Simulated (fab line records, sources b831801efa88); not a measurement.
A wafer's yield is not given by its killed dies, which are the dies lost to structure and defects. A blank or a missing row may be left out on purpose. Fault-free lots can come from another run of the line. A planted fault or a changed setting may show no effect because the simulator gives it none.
8D (eight disciplines) problem report, filled in by code :: flow gf180mcu :: the parts of the form that need people (team, actions taken, sign-off) are left out

## 1. WHAT IS WRONG
GF_PSD_RTA_13, run-length-s: mean 50.33 s on 2 wafers (1 lot); fault-free wafers 48.76 s, standard deviation 0.27. That puts it +5.8 standard deviations away from the usual mean.
The step: time 20 s.
Earliest sighting: wafer L822.2 on rtp-anneal-01 at day 17 01:13. At this step, 37 wafers from 13 lots have a number in the record. Rule for "out" (also "out of limits"): further than 4 standard deviations from the usual mean. The rest of the wafers with a number are treated as sound.

## 2. WHAT THIS IS AND IS NOT
question: which readings at this step
is: run-length-s
is not: anneal-temp-c-max, lamp-power-pct, wafer_temp_C_max

question: which lots
is: L822
is not: L814, L815, L817, L828, L829, L830, L831, L833, L834, L835, L836, L837

question: which wafers of those lots
is: all that have a number
is not: -

question: read on which tools
is: rtp-anneal-01
is not: rtp-anneal-02

question: when
is: from day 17 01:13
is not: up to then (8 sound wafers); but 27 sound wafers of L828, L829, L830, L831, L833, L834, L835, L836, L837 came after

## 3. WHAT RULES OUT EACH SUSPECT
Counting: a tool stays on the suspect list if, at a process step up to the reading, it processed all lots that are out and no sound lot following the first of them.
- plasma-asher-01 at GF_HV_LDD_STRIP_49 (strips in O2/N2): ruled out as a lasting fault. The sound lots L828, L829, L830, L831, L833, L835 went through it after L822, its earliest lot that is out (day 15 00:35).
- rtp-anneal-01 at GF_PSD_RTA_13 (time 20 s): ruled out as a lasting fault. The sound lots L828, L830, L834, L836 went through it after L822, its earliest lot that is out (day 17 01:13).
Left after counting: nothing in the record.

## 4. THE CAUSE (what the simulator had put in)
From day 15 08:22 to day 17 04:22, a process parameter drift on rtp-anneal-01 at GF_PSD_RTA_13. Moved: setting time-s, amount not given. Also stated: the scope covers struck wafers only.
Counting ruled it out, wrongly.

## 5. SEQUENCE OF EFFECTS, ordered by route
Each row: a reading whose mean over the struck wafers that have a number lies more than 3 standard deviations from the usual. Scope: only readings with a usual standard deviation given in the record; hours: median across lots of the time from each lot's start at the first step in this table that gives one to its start at this step; sigmas: change in usual standard deviations.
hours: 0
step: GF_PSD_RTA_13
reading: run-length-s
usual: 48.76 s
on struck wafers: 50.33
change: +1.57
sigmas: +5.8
Its process steps:
- GF_PSD_RTA_13: time 20 s.

## 6. WHAT WOULD HAVE CAUGHT IT SOONER
The fault began at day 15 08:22; the first out-of-limits reading in this record came at day 17 01:13, 41 hours later.
